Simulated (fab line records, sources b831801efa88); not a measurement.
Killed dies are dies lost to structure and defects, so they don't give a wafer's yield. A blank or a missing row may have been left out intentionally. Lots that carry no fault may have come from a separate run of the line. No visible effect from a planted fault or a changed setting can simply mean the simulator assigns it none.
A lot that was struck, set against a sound lot    flow sky130    15 steps out of a route of 708
Sound: wafers L480.1, L480.4, L480.5. The struck wafers were L490.2, L490.3, L490.5. The cause comes at the end.
Each step with rows lists, per side, the tool, then ch with its chambers, then its first start. Under that, the readings that differ: sound wafers    struck wafers    difference of the means    sigmas: that difference in standard deviations of wafers without a fault.
alike: readings whose means differ by less than 2 such deviations, and words and numbers that are the same on both sides. not compared: withheld readings, readings that some wafer has no value for, bounds like >300 that may hide the same value, and numbers for which the record gives no deviation and whose values overlap.
Wherever a step has rows on one side only, a row that says differs or no value, or a row with sigmas, the two part there. When numbers do not overlap yet have no deviation, they are printed without sigmas and do not part them. A reading that every wafer of one side lacks parts them only if that side has two wafers or more.

first, 5 steps without rows for these wafers: SKY_LDD_N_COAT_02 (resist thk 300 nm); SKY_LDD_N_SOFTBAKE_03 (time 57.73 s); SKY_LDD_N_EXPOSE_04 (exposes mask NTM, target cd 840 nm); SKY_LDD_N_PEB_05; SKY_LDD_N_DEVELOP_06 (develop time 60 s).
SKY_LDD_N_OVL_MEAS_07:
  struck on overlay-01, day 23 22:10; sound on overlay-02, day 20 04:58
  alike: LDD_N_OVL
then, 6 steps without rows for these wafers: SKY_LDD_N_IMPLANT_08; SKY_LDD_N_IMPLANT_09; SKY_LDD_N_IMPLANT_10; SKY_LDD_N_IMPLANT_11; SKY_LDD_N_IMPLANT_12; SKY_LDD_N_IMPLANT_13.
SKY_LDD_N_IMPLANT_14:
  sound on implanter-02 ch 0, day 20 05:54; struck on implanter-03 ch 0, day 23 23:07
reading             sound                 struck                difference  sigmas
tilt deg (degrees)  30.012 30.043 29.991  -0.020 -0.007 -0.034  -30.036     -99 or more
  alike: beam energy keV, end station pressure torr
following that, these wafers have no rows for 1 step: SKY_LDD_N_IMPLANT_15.
-- a jump in the record: the struck wafers' starts before and after are 26 days apart (it breaks off in module LDD_N and resumes in module PAD_OPEN, where the first step shown is number 708 of the route) --
SKY_PAD_OPEN_PROBE_99:
  struck on prober-02, day 49 16:34; sound on prober-02, day 47 07:25
reading                                     sound                 struck                difference  sigmas
model.etest.nfet_01v8_swapped.vt sat v (V)  0.6424 0.6325 0.6334  0.5984 0.6077 0.606   -0.0321     
model.etest.nfet_01v8_lvt.vt sat v (V)      0.5387 0.5244 0.5199  0.5488 0.5623 0.5502  +0.0261     
model.etest.nfet_01v8.vt sat v (V)          0.6453 0.641 0.6371   0.6523 0.6633 0.6532  +0.0151     
  alike: killed_at_M0_to_M3, killed_at_M4_up, killed at contacts, killed at front end, killed at other, killed dies, killed on rim, killed open, killed short

## WHERE THEY PART
SKY_LDD_N_IMPLANT_14 only, going by this record. Later steps at which nothing parts them and some readings are alike: SKY_PAD_OPEN_PROBE_99.

WHY: what the simulator had put in
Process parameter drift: implanter-03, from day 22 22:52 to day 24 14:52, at SKY_LDD_N_IMPLANT_14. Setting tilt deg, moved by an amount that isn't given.
